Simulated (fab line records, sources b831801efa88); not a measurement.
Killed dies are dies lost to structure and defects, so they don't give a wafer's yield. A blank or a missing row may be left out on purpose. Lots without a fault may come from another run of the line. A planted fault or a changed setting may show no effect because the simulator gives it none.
A struck lot beside a sound one | flow sky130 | 16 steps out of a route of 708
Sound: wafers L384.1, L384.4, L384.6. Struck: wafers L390.1, L390.3, L390.6. The cause comes at the end.
At each step with rows: each side's tool, then ch and its chambers, then its first start. Under that, the readings that differ: sound wafers | struck wafers | difference of the means | sigmas: that difference in standard deviations of wafers without a fault.
alike: readings whose means differ by less than 2 such deviations, and words and numbers that are the same on both sides. not compared: withheld readings, readings that some wafer has no value for, bounds like >300 that may hide the same value, and numbers for which the record gives no deviation and whose values overlap.
The two part at a step that has a row with sigmas, a row that says differs or no value, or rows on one side only. Numbers that don't overlap but have no deviation are shown without sigmas and don't part them. A reading that every wafer of one side lacks parts them only if that side has two wafers or more.

SKY_NWELL_RS_MEAS_29: measures by four-point-probe.
  sound on film_metro-03, day 7 08:49; struck on film_metro-03, day 8 08:12
  reading           | sound             | struck            | difference | sigmas
  NWELL_RS (ohm/sq) | 625.6 623.5 622.9 | 627.2 629.0 627.0 | +3.7       | +2
SKY_NWELL_RS_MEAS_31: measures by four-point-probe.
  sound on film_metro-03, day 7 09:04; struck on film_metro-03, day 8 08:26
  reading          | sound          | struck         | difference | sigmas
  PWDE_RS (ohm/sq) | 5281 5269 5289 | 5332 5315 5331 | +46        | +2
then, 7 steps without rows for these wafers: SKY_VT_ADJUST_HVTP_DEHYDRATE_00 (time 60 s); SKY_VT_ADJUST_HVTP_HMDS_01 (prime time 60 s); SKY_VT_ADJUST_HVTP_COAT_02 (resist thk 1140 nm); SKY_VT_ADJUST_HVTP_SOFTBAKE_03 (time 60 s); SKY_VT_ADJUST_HVTP_EXPOSE_04 (exposes mask HVTPM, target cd 380 nm); SKY_VT_ADJUST_HVTP_PEB_05; SKY_VT_ADJUST_HVTP_DEVELOP_06 (develop time 60 s).
SKY_VT_ADJUST_HVTP_CD_MEAS_07: target cd 380 nm.
  sound on cd_sem-02, day 8 01:47; struck on cd_sem-01, day 9 06:20
  alike: cd_nm
SKY_VT_ADJUST_HVTP_OVL_MEAS_08:
  sound on overlay-02, day 8 01:54; struck on overlay-01, day 9 06:27
  alike: VT_ADJUST_HVTP_OVL
SKY_VT_ADJUST_HVTP_IMPLANT_09:
  sound on implanter-01 ch 0, day 8 01:56; struck on implanter-01 ch 0, day 9 06:29
  reading                   | sound                | struck               | difference | sigmas
  beam_energy_keV           | 150.00 150.07 150.02 | 172.53 172.58 172.58 | +22.53     | +99 or more
  model.implant.rp_nm (nm)  | 82.08 82.08 82.08    | 94.96 94.96 94.96    | +12.88     |
  model.implant.drp_nm (nm) | 33.4 33.4 33.4       | 37.47 37.47 37.47    | +4.07      |
SKY_VT_ADJUST_HVTP_STRIP_10: strips in O2/N2.
  sound on plasma_asher-03 ch 0,1, day 8 02:05; struck on plasma_asher-02 ch 0, day 9 06:38
  alike: drypump_motor_current_A, oes_product_au, strip_time_to_endpoint_s
  not compared: rf_hours_counter_h
SKY_VT_ADJUST_HVTP_TW_MEAS_11:
  sound on film_metro-04, day 8 02:11; struck on film_metro-03, day 9 06:44
  reading           | sound          | struck         | difference | sigmas
  VT_ADJUST_HVTP_TW | 1370 1368 1364 | 1404 1397 1401 | +33        | +4
then, 1 step without rows for these wafers: SKY_VT_ADJUST_LVTN_DEHYDRATE_00 (time 60 s).
-- the record jumps here: 39 days lie between the struck wafers' starts before and after (it left off in module VT_ADJUST_LVTN and takes up again in module PAD_OPEN, whose first step shown is number 708 of the route) --
SKY_PAD_OPEN_PROBE_99:
  sound on prober-02, day 47 17:29; struck on prober-01, day 48 14:17
  reading                                  | sound                | struck               | difference | sigmas
  killed_at_contacts                       | 19 21 20             | 33 30 31             | +11        | +2
  killed_open                              | 40 39 30             | 48 49 56             | +15        | +2
  model.etest.tip_p.rs_ohm_sq              | 6913 6946 6932       | 6410 6412 6411       | -519       |
  model.etest.pfet_01v8.r_on_ohm_um        | 2953 3010 2977       | 2657 2785 2694       | -268       |
  model.etest.pfet_01v8.drive_ua_um        | 186.5 182.4 184.2    | 219.1 204.8 216.7    | +29.2      |
  model.etest.pfet_01v8_mvt.drive_ua_um    | 147.8 146 146.8      | 171.7 165.5 170.5    | +22.4      |
  model.etest.pfet_01v8_hvt.drive_ua_um    | 138.8 136.3 138      | 163.6 152.5 163.3    | +22.1      |
  model.etest.sram_pfet_latch.drive_ua_um  | 138.7 138.8 141.7    | 169.1 153.9 158.2    | +20.7      |
  model.etest.pfet_01v8_mvt.off_log10_a_um | -11.29 -11.23 -11.23 | -8.859 -8.831 -8.952 | +2.369     |
  model.etest.pfet_01v8.off_log10_a_um     | -10.27 -10.25 -10.23 | -8.151 -8.473 -8.354 | +1.924     |
  alike: killed_at_M0_to_M3, killed_at_M4_up, killed_at_front_end, killed_at_other, killed_dies, killed_short

WHERE THEY PART
First at SKY_NWELL_RS_MEAS_29; last, within this record, at SKY_PAD_OPEN_PROBE_99.

WHY: what the simulator had put in
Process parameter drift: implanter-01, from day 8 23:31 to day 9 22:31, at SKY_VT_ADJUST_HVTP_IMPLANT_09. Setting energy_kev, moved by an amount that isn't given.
